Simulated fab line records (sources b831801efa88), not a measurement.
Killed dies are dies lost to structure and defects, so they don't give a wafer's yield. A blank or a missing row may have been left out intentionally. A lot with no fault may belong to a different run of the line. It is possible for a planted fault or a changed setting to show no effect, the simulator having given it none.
A struck lot beside a sound one :: flow sky130 :: 15 steps out of a route of 708
Sound: wafers L767.2, L767.3, L767.4. The struck wafers were L776.3, L776.5, L776.6. Last of all comes the cause.
Order at every step that has rows: each side's tool, ch and its chambers, its first start. Under that, the readings that differ: sound wafers :: struck wafers :: difference of the means :: sigmas: that difference in standard deviations of wafers without a fault.
alike: readings with means less than 2 such deviations apart, plus words and numbers identical on both sides. not compared: withheld readings, readings lacking a value on some wafer, bounds such as >300 that could conceal the same value, and numbers that have no deviation in the record and whose values overlap.
Wherever a step has rows on one side only, a row that says differs or no value, or a row with sigmas, the two part there. Numbers that have no deviation but don't overlap get no sigmas and don't part them. A reading that every wafer of one side lacks parts them only if that side has two wafers or more.

first, 6 steps without rows for these wafers: SKY_GATE_OXIDE_HMDS_04 (prime time 60 s); SKY_GATE_OXIDE_COAT_05 (resist thk 1140 nm); SKY_GATE_OXIDE_SOFTBAKE_06 (time 60 s); SKY_GATE_OXIDE_EXPOSE_07 (exposes mask LVOM, target cd 600 nm); SKY_GATE_OXIDE_PEB_08; SKY_GATE_OXIDE_DEVELOP_09 (develop time 60 s).
SKY_GATE_OXIDE_OVL_MEAS_10:
  sound on overlay-01, day 13 21:28; struck on overlay-02, day 16 17:39
  alike: GATE_OXIDE_OVL
then, 2 steps without rows for these wafers: SKY_GATE_OXIDE_IMPLANT_11; SKY_GATE_OXIDE_WET_ETCH_12 (etches SiO2 in dHF, target depth 16.8 nm, time 336 s).
SKY_GATE_OXIDE_STRIP_13: strips in O2/N2.
  sound on plasma-asher-03 ch 0,1, day 13 21:46; struck on plasma-asher-03 ch 0,1, day 16 17:59
reading: strip-time-to-endpoint-s (s)
sound: 14.20 14.20 14.17
struck: 14.28 14.27 14.27
difference: +0.08
sigmas: +2
  alike: drypump-motor-current-A, oes-product-au
  not compared: rf-hours-counter-h
SKY_GATE_OXIDE_TW_MEAS_14:
  sound on film-metro-01, day 13 21:52; struck on film-metro-02, day 16 18:04
  alike: GATE_OXIDE_TW
then, 1 step without rows for these wafers: SKY_GATE_OXIDE_CLEAN_15 (cleans in SC1/SC2, time 150 s).
SKY_GATE_OXIDE_OXIDATION_16: stabilise 600 s, purge 300 s, target thk 3.57 nm.
  sound on furnace-02 ch 0, day 13 22:09; struck on furnace-01 ch 0, day 16 19:17
reading: spike-tc-bottom-C (C)
sound: 822.4 819.5 821.1
struck: 813.6 814.1 812.7
difference: -7.5
sigmas: -8

reading: spike-tc-centre-C (C)
sound: 799.8 799.7 799.6
struck: 795.0 794.1 795.2
difference: -4.9
sigmas: -5

reading: spike-tc-lower-C (C)
sound: 798.5 800.4 800.2
struck: 845.5 847.0 846.5
difference: +46.6
sigmas: +25

reading: zone-power-bottom-pct (%)
sound: 20.2 20.5 20.3
struck: 16.5 16.1 16.2
difference: -4.1
sigmas: -9

reading: zone-power-centre-pct (%)
sound: 13.92 14.00 14.43
struck: 8.23 8.16 8.25
difference: -5.90
sigmas: -42

reading: zone-power-lower-pct (%)
sound: 14.6 14.8 15.0
struck: 27.4 27.6 27.6
difference: +12.7
sigmas: +36

reading: model.SiO2_of_GATE_OXIDE_OXIDATION_01.thk-nm (nm)
sound: 11.44 11.47 11.46
struck: 11.57 11.72 11.71
difference: +0.21
sigmas: 
  alike: spike-tc-upper-C, tube_center_temp_C_max
then, 1 step without rows for these wafers: SKY_POLY_GATE_CVD_00 (deposits poly-Si, target thk 180 nm, time 720 s).
-- a jump in the record: the struck wafers' starts before and after are 31 days apart (it breaks off in module POLY_GATE and resumes in module PAD_OPEN, where the first step shown is number 708 of the route) --
SKY_PAD_OPEN_PROBE_99:
  sound on prober-01, day 45 13:52; struck on prober-01, day 47 20:58
reading: model.etest.nfet_16v.r-on-ohm-um
sound: 1.386e+04 1.388e+04 1.382e+04
struck: 1.42e+04 1.433e+04 1.414e+04
difference: +3.70e+02
sigmas: 

reading: model.etest.tip-sonos.rs-ohm-sq
sound: 2643 2662 2643
struck: 2729 2750 2743
difference: +91
sigmas: 
  alike: killed_at_M0_to_M3, killed_at_M4_up, killed-at-contacts, killed-at-front-end, killed-at-other, killed-dies, killed-open, killed-short
  not compared: model.etest.pfet_01v8.r-on-ohm-um, model.etest.pfet-g5v0d10v5.r-on-ohm-um, model.etest.nfet_01v8.r-on-ohm-um, model.etest.nfet_01v8_lvt.drive-ua-um, model.etest.nfet_01v8_swapped.drive-ua-um, model.etest.nfet_01v8_turned.drive-ua-um

WHERE THEY PART
Last at SKY_GATE_OXIDE_OXIDATION_16 as far as this record goes, first at SKY_GATE_OXIDE_STRIP_13. Later steps at which nothing parts them and some readings are alike: SKY_PAD_OPEN_PROBE_99.

WHY: what the simulator had put in
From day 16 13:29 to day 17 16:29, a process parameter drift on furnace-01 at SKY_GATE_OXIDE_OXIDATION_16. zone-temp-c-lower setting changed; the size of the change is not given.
